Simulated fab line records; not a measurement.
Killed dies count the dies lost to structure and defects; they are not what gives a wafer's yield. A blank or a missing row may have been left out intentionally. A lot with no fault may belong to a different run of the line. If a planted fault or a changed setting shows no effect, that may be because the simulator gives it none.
fab line records	flow sky130	part 1 of 2: steps 1 to 32 of 33
[record] lots = 6	wafers = 18	last_day = 50
route steps=708 shown LOCAL_INTERCONNECT@394 CONTACT@406 PAD_OPEN@708
lots with no fault: from the same line, run without faults
start_h: hours from the record's first day to the start of the lot's first wafer shown	wait_h: hours elapsed since this lot's preceding step	" identical to the entry in the row above	L1.1+2: a single row standing in for several wafers	- no value, or no start was given	* or withheld: withheld	< > ~ a bound
route shown NAME@n: a module of which the file shows steps, and the number in the route of the first	usual: mean and standard deviation over wafers with no fault	same: alike in all rows	chamber/n: place in a boat	sites: readings site by site	_std_site: standard deviation across them	_edge_site: mean of outer sites minus mean of inner sites	radius_mm: how far each site lies from the wafer's centre	mask NAME#n: copy n	behind: tool/chamber where the wafer was last shaped	hold: why the lot went on hold/how many hours it stayed there/how the hold came to an end	device: the transistor (n, p or np) that didn't switch	end of line: the route-end tests of the same wafers	where a step has no rows: the recipe by itself	killed: dies that structure and defects cost at the first sort, which is not the same as the wafer's yield	map: the dies of a wafer, with x for killed, . for not killed, _ for no die there
set.NAME: the setting the step ran with; set.NAME@STEP: the setting that earlier step ran with	model.NAME: the simulator's own value behind a step, which no gauge read
lots at some steps of the route; a table a step, a row a wafer
services: the hour from which a tool's chamber was out of use, counted from the record's first day as start_h (under 0 if before that day), plus the number of hours and why
[[steps]]
[step SKY_LOCAL_INTERCONNECT_SOFTBAKE_07]
[recipe] temp_c = 100	time_s = 90	resist = KrF-thick
[step SKY_LOCAL_INTERCONNECT_EXPOSE_08]
[recipe] mask_id = LI1M	na = 0.8	source_shape = annular	sigma_inner = 0.55	sigma_outer = 0.85	target_cd_nm = 170	dose_mj = 28
[step SKY_LOCAL_INTERCONNECT_PEB_09]
[recipe] peb_temp_c = withheld	peb_time_s = withheld	resist = KrF-thick
[step SKY_LOCAL_INTERCONNECT_DEVELOP_10]
[recipe] develop_time_s = 60	resist = KrF-thick	dev_temp_c = 21
[step SKY_LOCAL_INTERCONNECT_CD_MEAS_11]
[recipe] target_cd_nm = 170
[usual] cd_nm = 169.7/1.7
lot.wafer	tool	chamber	start_h	wait_h	cd_nm
L294.1	cd_sem-02	-	736.12	-	169.6
L294.3	"	-	"	"	168.2
L294.4	"	-	"	"	171.3
L298.2	cd_sem-01	-	774.99	-	169.7
L298.3	"	-	"	"	171.8
L298.4	"	-	"	"	171.3
L301.2	cd_sem-02	-	776.99	-	171.8
L301.3	"	-	"	"	171.6
L301.5	"	-	"	"	171.0
L308.1	cd_sem-02	-	840.87	-	168.9
L308.3	"	-	"	"	169.9
L308.4	"	-	"	"	170.2
L311.2	cd_sem-02	-	872.29	-	172.3
L311.4	"	-	"	"	171.7
L311.6	"	-	"	"	171.4
L313.1	cd_sem-01	-	877.67	-	170.7
L313.4	"	-	"	"	168.5
L313.5	"	-	"	"	169.9
[step SKY_LOCAL_INTERCONNECT_OVL_MEAS_12]
[usual] LOCAL_INTERCONNECT_OVL = 3/5.6
lot.wafer	tool	chamber	start_h	wait_h	LOCAL_INTERCONNECT_OVL[nm]
L294.1	overlay-02	-	736.24	0.1	1
L294.3	"	-	"	"	-2
L294.4	"	-	"	"	-2
L298.2	overlay-02	-	775.09	0.1	-1
L298.3	"	-	"	"	-2
L298.4	"	-	"	"	-5
L301.2	overlay-01	-	777.10	0.1	3
L301.3	"	-	"	"	-4
L301.5	"	-	"	"	-3
L308.1	overlay-02	-	840.99	0.1	4
L308.3	"	-	"	"	4
L308.4	"	-	"	"	6
L311.2	overlay-01	-	872.40	0.1	6
L311.4	"	-	"	"	0
L311.6	"	-	"	"	-8
L313.1	overlay-01	-	877.79	0.1	15
L313.4	"	-	"	"	17
L313.5	"	-	"	"	10
[step SKY_LOCAL_INTERCONNECT_ETCH_13]
[recipe] chemistry = N2/H2	target = BARC	ion_energy_ev = 200	bias_w = 100	pressure_mtorr = 30	n2_flow_sccm = 100	h2_flow_sccm = 200	icp_w = 500	stop_on = SiO2	time_s = 45.9	target_depth_a = 600
[usual] drypump_motor_current_A = 5.9/0.52	he_backside_leak_sccm = 3.4/0.39	oes_product_au = 0.854/0.0046	throttle_valve_pct = 13.224/0.0089
lot.wafer	tool	chamber	start_h	wait_h	drypump_motor_current_A	he_backside_leak_sccm	oes_product_au	rf_hours_counter_h	throttle_valve_pct
L294.1	rie_metal-02	0	736.28	0.0	6.7	3.5	0.851	1	13.222
L294.3	"	1	"	"	5.8	3.1	0.850	-	13.229
L294.4	"	0	"	"	6.7	3.6	0.851	-	13.229
L298.2	rie_metal-03	0	775.12	0.0	5.1	2.9	0.857	6	13.233
L298.3	"	1	"	"	5.9	3.4	0.851	-	13.233
L298.4	"	0	"	"	5.1	3.1	0.854	-	13.234
L301.2	rie_metal-02	0	777.13	0.0	6.8	3.3	0.855	3	13.243
L301.3	"	0	"	"	6.8	3.3	0.860	-	13.226
L301.5	"	1	"	"	5.8	3.2	0.853	-	13.227
L308.1	rie_metal-03	0	841.03	0.0	5.1	3.1	0.848	9	13.217
L308.3	"	1	"	"	6.0	3.4	0.857	-	13.227
L308.4	"	0	"	"	5.1	3.0	0.857	-	13.204
L311.2	rie_metal-03	0	872.43	0.0	5.1	3.2	0.855	10	13.225
L311.4	"	1	"	"	6.0	3.3	0.855	-	13.216
L311.6	"	0	"	"	5.1	3.1	0.848	-	13.237
L313.1	rie_metal-01	0	877.83	0.0	5.9	3.5	0.854	10	13.239
L313.4	"	0	"	"	5.9	3.6	0.853	-	13.226
L313.5	"	0	"	"	5.9	3.8	0.861	-	13.210
[step SKY_LOCAL_INTERCONNECT_METAL_ETCH_14]
[recipe] target_depth_nm = 110	stop_on = PSG	chemistry = Cl2/BCl3	target = TiN	resist_sidewall_deg = 88	pressure_mtorr = 10	icp_w = 900	bias_w = 48.5	Cl2_flow_sccm = 60	bcl3_flow_sccm = 30	time_s = 31.4
[usual] drypump_motor_current_A = 5.9/0.53	he_backside_leak_sccm = 3.35/0.21	oes_product_au = 0.963/0.0069	throttle_valve_pct = 21.887/0.0096
lot.wafer	tool	chamber	start_h	wait_h	drypump_motor_current_A	he_backside_leak_sccm	oes_product_au	rf_hours_counter_h	throttle_valve_pct
L294.1	rie_metal-02	0	736.34	0.0	6.8	3.44	0.954	1	21.886
L294.3	"	1	"	"	5.8	3.11	0.967	-	21.883
L294.4	"	0	"	"	6.8	3.44	0.961	-	21.896
L298.2	rie_metal-03	0	775.19	0.0	5.1	3.16	0.971	6	21.869
L298.3	"	1	"	"	6.0	3.46	0.960	-	21.885
L298.4	"	0	"	"	5.1	3.12	0.966	-	21.886
L301.2	rie_metal-02	0	777.19	0.0	6.8	3.53	0.957	3	21.899
L301.3	"	0	"	"	6.8	3.42	0.967	-	21.867
L301.5	"	1	"	"	5.8	2.98	0.971	-	21.878
L308.1	rie_metal-03	0	841.09	0.0	5.1	3.16	0.967	9	21.901
L308.3	"	1	"	"	6.0	3.49	0.964	-	21.880
L308.4	"	0	"	"	5.1	3.16	0.970	-	21.877
L311.2	rie_metal-03	0	872.49	0.0	5.1	3.15	0.950	10	21.905
L311.4	"	1	"	"	6.0	3.17	0.943	-	21.899
L311.6	"	0	"	"	5.1	3.88	0.946	-	21.903
L313.1	rie_metal-01	0	877.95	0.1	5.9	3.62	0.954	10	21.885
L313.4	"	0	"	"	5.9	3.47	0.964	-	21.884
L313.5	"	0	"	"	5.9	3.78	0.952	-	21.897
[step SKY_LOCAL_INTERCONNECT_STRIP_15]
[recipe] chemistry = O2/N2	power_w = 1400	pressure_mtorr = 1500	platen_temp_c = withheld	o2_flow_sccm = 3000	n2_flow_sccm = 300	overash_fraction = 0.5
[usual] drypump_motor_current_A = 5.5/0.53	oes_product_au = 0.427/0.0047	strip_time_to_endpoint_s = 4.719/0.025
lot.wafer	tool	chamber	start_h	wait_h	drypump_motor_current_A	oes_product_au	rf_hours_counter_h	strip_time_to_endpoint_s
L294.1	plasma_asher-04	0	736.39	0.0	5.6	0.429	90	4.745
L294.3	"	0	"	"	5.6	0.427	-	4.734
L294.4	"	1	"	"	5.1	0.428	-	4.726
L298.2	plasma_asher-04	1	775.24	0.0	5.2	0.430	94	4.770
L298.3	"	1	"	"	5.2	0.426	-	4.724
L298.4	"	0	"	"	5.6	0.430	-	4.758
L301.2	plasma_asher-02	1	777.24	0.0	5.3	0.430	31	4.768
L301.3	"	0	"	"	6.8	0.429	-	4.755
L301.5	"	0	"	"	6.8	0.427	-	4.789
L308.1	plasma_asher-04	1	841.14	0.0	5.1	0.425	100	4.712
L308.3	"	1	"	"	5.1	0.425	-	4.706
L308.4	"	0	"	"	5.6	0.433	-	4.728
L311.2	plasma_asher-02	1	872.54	0.0	5.3	0.426	40	4.729
L311.4	"	0	"	"	6.8	0.423	-	4.686
L311.6	"	0	"	"	6.8	0.426	-	4.721
L313.1	plasma_asher-02	1	878.05	0.1	5.3	0.433	41	4.691
L313.4	"	0	"	"	6.7	0.433	-	4.718
L313.5	"	1	"	"	5.3	0.432	-	4.713
[step SKY_LOCAL_INTERCONNECT_STRIP_16]
[recipe] chemistry = post_etch_residue_remover	time_s = 1200	temp_c = 72.5
[step SKY_LOCAL_INTERCONNECT_CLEAN_17]
[recipe] chemistry = IPA	time_s = 180	temp_c = 25
[step SKY_LOCAL_INTERCONNECT_CLEAN_18]
[recipe] chemistry = O3/DIW	dry = n2_spin
[step SKY_CONTACT_CVD_00]
[recipe] material = Si3N4	target_thk_nm = 75	temp_c = 400	time_s = withheld	rf_w = 450
[usual] heater_power_w = 706/71
lot.wafer	tool	chamber	start_h	wait_h	heater_power_w
L294.1	pecvd-04	1	737.04	0.0	678
L294.3	"	0	"	"	712
L294.4	"	2	"	"	685
L298.2	pecvd-03	1	775.83	0.0	726
L298.3	"	2	"	"	639
L298.4	"	1	"	"	704
L301.2	pecvd-01	0	777.87	0.0	675
L301.3	"	2	"	"	631
L301.5	"	2	"	"	640
L301.2	pecvd-01	0	778	-	684
L301.3	"	2	"	"	623
L301.5	"	2	"	"	653
L308.1	pecvd-01	2	841.75	0.0	772
L308.3	"	2	"	"	783
L308.4	"	0	"	"	625
L308.1	pecvd-01	2	841	-	769
L308.3	"	2	"	"	776
L308.4	"	0	"	"	621
L311.2	pecvd-04	0	873.63	0.0	583
L311.4	"	1	"	"	664
L311.6	"	2	"	"	751
L313.1	pecvd-04	1	878.99	0.0	709
L313.4	"	2	"	"	715
L313.5	"	0	"	"	612
[step SKY_CONTACT_THK_MEAS_01]
[recipe] reads = Si3N4_of_CONTACT_CVD_00
[usual] CONTACT_CVD_00_THK = 75.0/0.84
lot.wafer	tool	chamber	start_h	wait_h	CONTACT_CVD_00_THK[nm]
L294.1	film_metro-02	-	737.07	-	73.8
L294.3	"	-	"	"	74.5
L294.4	"	-	"	"	75.8
L298.2	film_metro-02	-	775.87	-	74.6
L298.3	"	-	"	"	75.9
L298.4	"	-	"	"	75.6
L301.2	film_metro-02	-	778.11	-	148.9
L301.3	"	-	"	"	149.4
L301.5	"	-	"	"	152.6
L308.1	film_metro-01	-	842.02	-	148.8
L308.3	"	-	"	"	151.0
L308.4	"	-	"	"	151.9
L311.2	film_metro-04	-	873.67	-	74.7
L311.4	"	-	"	"	75.5
L311.6	"	-	"	"	75.7
L313.1	film_metro-02	-	879.02	-	73.4
L313.4	"	-	"	"	74.8
L313.5	"	-	"	"	76.2
[step SKY_CONTACT_HDPCVD_02]
[recipe] material = SiO2	target_thk_nm = 565	sigma_open_frac = 0.3	time_s = 94.2	temp_c = 600	sih4_flow_sccm = 60	pressure_mtorr = 6
[step SKY_CONTACT_THK_MEAS_03]
[recipe] reads = SiO2_of_CONTACT_HDPCVD_02
[usual] CONTACT_HDPCVD_THK = 562/6.8
lot.wafer	tool	chamber	start_h	wait_h	CONTACT_HDPCVD_THK[nm]
L294.1	film_metro-02	-	737.20	0.0	560
L294.3	"	-	"	"	561
L294.4	"	-	"	"	560
L298.2	film_metro-04	-	776.00	0.0	560
L298.3	"	-	"	"	560
L298.4	"	-	"	"	556
L301.2	film_metro-04	-	778.24	0.0	555
L301.3	"	-	"	"	556
L301.5	"	-	"	"	555
L308.1	film_metro-04	-	842.15	0.0	571
L308.3	"	-	"	"	572
L308.4	"	-	"	"	569
L311.2	film_metro-02	-	873.80	0.0	559
L311.4	"	-	"	"	561
L311.6	"	-	"	"	555
L313.1	film_metro-02	-	879.15	0.0	558
L313.4	"	-	"	"	564
L313.5	"	-	"	"	567
[step SKY_CONTACT_CMP_04]
[recipe] material = SiO2	down_force_psi = 4	platen_rpm = 60	pad_velocity_m_s = 0.94248
[usual] motor_current_A = 12.5/1.1	time_to_endpoint_s = 80/4.8
lot.wafer	tool	chamber	start_h	wait_h	motor_current_A	time_to_endpoint_s
L294.1	cmp-01	1	737.31	0.1	11.7	82
L294.3	"	2	"	"	14.2	81
L294.4	"	3	"	"	13.0	84
L298.4	cmp-01	2	776.10	0.1	14.1	76
L298.2	"	3	"	"	12.1	78
L298.3	"	0	"	"	13.1	77
L301.3	cmp-01	0	778.29	0.0	13.0	78
L301.2	"	2	"	"	14.1	74
L301.5	"	0	"	"	12.7	75
L308.1	cmp-01	0	842.21	0.1	12.9	82
L308.3	"	1	"	"	11.6	85
L308.4	"	2	"	"	13.9	84
L311.2	cmp-01	0	873.85	0.0	13.3	78
L311.4	"	2	"	"	13.9	77
L311.6	"	0	"	"	13.1	75
L313.4	cmp-01	3	879.31	0.1	12.4	83
L313.1	"	0	"	"	13.1	76
L313.5	"	1	"	"	12.3	83
[step SKY_CONTACT_BOW_MEAS_05]
[recipe] mode = bow
[usual] CONTACT_BOW = 81/6.5
lot.wafer	tool	chamber	start_h	wait_h	CONTACT_BOW[um]
L294.1	film_metro-01	-	737.56	0.2	90
L294.3	"	-	"	"	78
L294.4	"	-	"	"	87
L298.2	film_metro-02	-	776.37	0.2	79
L298.3	"	-	"	"	76
L298.4	"	-	"	"	77
L301.2	film_metro-02	-	778.61	0.2	84
L301.3	"	-	"	"	72
L301.5	"	-	"	"	88
L308.1	film_metro-01	-	842.51	0.2	74
L308.3	"	-	"	"	71
L308.4	"	-	"	"	76
L311.2	film_metro-04	-	874.17	0.3	90
L311.4	"	-	"	"	63
L311.6	"	-	"	"	70
L313.1	film_metro-02	-	879.51	0.1	76
L313.4	"	-	"	"	75
L313.5	"	-	"	"	78
[step SKY_CONTACT_DEHYDRATE_06]
[recipe] temp_c = 200	time_s = 60
[step SKY_CONTACT_HMDS_07]
[recipe] prime_time_s = 60	prime_temp_c = 120
[step SKY_CONTACT_COAT_08]
[recipe] resist = BARC	temp_c = withheld	time_s = withheld	spin_rpm = 3000	resist_thk_nm = 60
[step SKY_CONTACT_COAT_09]
[recipe] resist = KrF-thick	spin_rpm = 3000	resist_thk_nm = 450
[step SKY_CONTACT_SOFTBAKE_10]
[recipe] temp_c = 100	time_s = 90	resist = KrF-thick
[step SKY_CONTACT_EXPOSE_11]
[recipe] mask_id = CTM1	na = 0.8	source_shape = annular	sigma_inner = 0.55	sigma_outer = 0.85	target_cd_nm = 170	dose_mj = 38
[step SKY_CONTACT_PEB_12]
[recipe] peb_temp_c = withheld	peb_time_s = withheld	resist = KrF-thick
[step SKY_CONTACT_DEVELOP_13]
[recipe] develop_time_s = 58.78	resist = KrF-thick	dev_temp_c = 21
[step SKY_CONTACT_CD_MEAS_14]
[recipe] target_cd_nm = 170
[usual] cd_nm = 169.6/1.6
lot.wafer	tool	chamber	start_h	wait_h	cd_nm
L294.1	cd_sem-02	-	764.57	-	169.5
L294.3	"	-	"	"	170.0
L294.4	"	-	"	"	169.6
L298.2	cd_sem-01	-	803.14	-	168.0
L298.3	"	-	"	"	169.0
L298.4	"	-	"	"	168.6
L301.2	cd_sem-02	-	804.94	-	170.4
L301.3	"	-	"	"	170.1
L301.5	"	-	"	"	169.5
L308.1	cd_sem-02	-	868.27	-	170.2
L308.3	"	-	"	"	170.9
L308.4	"	-	"	"	170.1
L311.2	cd_sem-02	-	898.59	-	167.3
L311.4	"	-	"	"	168.6
L311.6	"	-	"	"	168.8
L313.1	cd_sem-01	-	905.02	-	171.2
L313.4	"	-	"	"	171.7
L313.5	"	-	"	"	171.5
[step SKY_CONTACT_OVL_MEAS_15]
[usual] CONTACT_OVL = -1/6
lot.wafer	tool	chamber	start_h	wait_h	CONTACT_OVL[nm]
L294.1	overlay-02	-	764.69	0.1	-1
L294.3	"	-	"	"	-5
L294.4	"	-	"	"	-1
L298.2	overlay-01	-	803.24	0.1	-3
L298.3	"	-	"	"	-5
L298.4	"	-	"	"	-12
L301.2	overlay-01	-	805.04	0.1	0
L301.3	"	-	"	"	-2
L301.5	"	-	"	"	-3
L308.1	overlay-02	-	868.39	0.1	9
L308.3	"	-	"	"	-2
L308.4	"	-	"	"	3
L311.2	overlay-02	-	898.70	0.1	1
L311.4	"	-	"	"	1
L311.6	"	-	"	"	2
L313.1	overlay-01	-	905.14	0.1	4
L313.4	"	-	"	"	-5
L313.5	"	-	"	"	8
[step SKY_CONTACT_ETCH_16]
[recipe] chemistry = N2/H2	target = BARC	ion_energy_ev = 200	source_w = 500	bias_w = 100	pressure_mtorr = 30	n2_flow_sccm = 100	h2_flow_sccm = 200	stop_on = SiO2	time_s = 45.9	target_depth_a = 600
[step SKY_CONTACT_ETCH_17]
[recipe] target = SiO2	chemistry = C4F8/O2/Ar	stop_on = Si3N4	mask_material = KrF-thick	source_w = 1500	bias_w = 1200	pressure_mtorr = 40	c4f8_flow_sccm = withheld	O2_flow_sccm = 6	Ar_flow_sccm = 300	time_s = withheld	target_depth_a = 3400
[step SKY_CONTACT_ETCH_18]
[recipe] target = Si3N4	chemistry = CHF3/O2	stop_on = TiN	source_w = 600	bias_w = 200	pressure_mtorr = 40	chf3_flow_sccm = 50	O2_flow_sccm = 5	time_s = 39	target_depth_a = 750
[usual] drypump_motor_current_A = 5.4/0.35	oes_product_au = 0.854/0.0074	throttle_valve_pct = 8.794/0.0087
lot.wafer	tool	chamber	start_h	wait_h	drypump_motor_current_A	oes_product_au	rf_hours_counter_h	throttle_valve_pct	model.etch.depth_nm
L294.1	rie_diel-04	3	-	-	5.8	0.838	5	8.787	73.83
L294.3	"	0	"	"	5.5	0.847	1	8.795	74.48
L294.4	"	2	"	"	5.0	0.859	10	8.782	75.76
L298.2	rie_diel-04	0	-	-	5.5	0.853	2	8.799	74.6
L298.3	"	1	"	"	5.7	0.867	8	8.811	75.99
L298.4	"	2	"	"	5.1	0.851	11	8.784	75.54
L301.2	rie_diel-02	3	-	-	5.3	1.013	30	8.832	99.77
L301.3	"	2	"	"	5.6	1.002	8	8.825	97.51
L301.5	"	2	"	"	5.6	1.008	-	8.837	98.47
L308.1	rie_diel-04	3	-	-	5.7	0.982	8	8.826	94.3
L308.3	"	1	"	"	5.7	0.994	10	8.839	96.96
L308.4	"	2	"	"	5.0	1.002	13	8.814	96.74
L311.2	rie_diel-02	1	-	-	5.9	0.856	3	8.798	74.7
L311.4	"	0	"	"	5.6	0.856	-	8.798	75.52
L311.6	"	1	"	"	5.9	0.861	-	8.787	75.71
L313.1	rie_diel-03	3	-	-	5.9	0.848	18	8.789	73.35
L313.4	"	1	"	"	4.9	0.854	24	8.787	74.86
L313.5	"	0	"	"	4.9	0.869	-	8.796	76.24
[step SKY_CONTACT_STRIP_19]
[recipe] chemistry = O2/N2	power_w = 1400	pressure_mtorr = 1500	platen_temp_c = withheld	o2_flow_sccm = 3000	n2_flow_sccm = 300	overash_fraction = 0.5
[usual] drypump_motor_current_A = 5.5/0.57	oes_product_au = 0.381/0.0046	strip_time_to_endpoint_s = 3.63/0.036
lot.wafer	tool	chamber	start_h	wait_h	drypump_motor_current_A	oes_product_au	rf_hours_counter_h	strip_time_to_endpoint_s
L294.1	plasma_asher-03	1	764.86	-	5.9	0.377	67	3.70
L294.3	"	0	"	"	5.0	0.386	-	3.62
L294.4	"	1	"	"	5.9	0.384	-	3.60
L298.2	plasma_asher-03	0	803.41	-	5.0	0.383	71	3.62
L298.3	"	0	"	"	5.0	0.380	-	3.58
L298.4	"	1	"	"	6.0	0.379	-	3.64
L301.2	plasma_asher-03	1	805.21	-	5.9	0.386	71	3.61
L301.3	"	0	"	"	5.0	0.383	-	3.62
L301.5	"	1	"	"	5.9	0.377	-	3.65
L308.1	plasma_asher-01	0	868.56	-	4.9	0.384	11	3.71
L308.3	"	0	"	"	4.9	0.378	-	3.63
L308.4	"	1	"	"	5.6	0.382	-	3.64
L311.2	plasma_asher-03	1	898.86	-	6.0	0.375	80	3.56
L311.4	"	0	"	"	5.0	0.383	-	3.61
L311.6	"	0	"	"	5.0	0.380	-	3.57
L313.1	plasma_asher-01	0	905.31	-	4.9	0.377	15	3.64
L313.4	"	1	"	"	5.7	0.379	-	3.66
L313.5	"	0	"	"	4.9	0.383	-	3.62
[[key]]
[first_sign] step = SKY_CONTACT_CVD_00	reading = visit	direction = added
[effect] step = SKY_CONTACT_THK_MEAS_01	reading = CONTACT_CVD_00_THK	direction = up	sigmas = 89	usual = 75.0	struck = 150.4
[effect] step = SKY_CONTACT_ETCH_18	reading = oes_product_au	direction = up	sigmas = 20	usual = 0.854	struck = 1.000
[effect] step = SKY_PAD_OPEN_PROBE_99	reading = killed_at_contacts	direction = up	sigmas = 80	usual = 24	struck = 438
[model_effect] step = SKY_CONTACT_ETCH_18	value = etch.depth_nm	without = 75.36	struck = 97.29
[more_kills_born_at] SKY_CONTACT_ETCH_18@rie_diel-02 = 1248	SKY_CONTACT_ETCH_18@rie_diel-04 = 1244
met_at SKY_CONTACT_CVD_00
struck_wafers L301.2,L301.3,L301.5,L308.1,L308.3,L308.4
later_rows_left_out L301.2,L301.3,L301.5,L308.1,L308.3,L308.4
tester_left_out L301,L308
[fault] kind = repeated_step_whole	tool = pecvd-01,pecvd-03,pecvd-04	chamber = -	onset_h = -	steps = SKY_CONTACT_CVD_00	times = 1	scope = struck_lots_only
// tester_left_out: of these lots the tester's yield and bins aren't shown, on N5 and GAA mostly nor the transistor test; their killed dies are dies lost to structure and defects alone, not to doping, threshold or leakage, so they don't give the yield
// later_rows_left_out: the simulator's readings of these wafers behind a module that went badly wrong aren't trusted and aren't shown, but for the sort
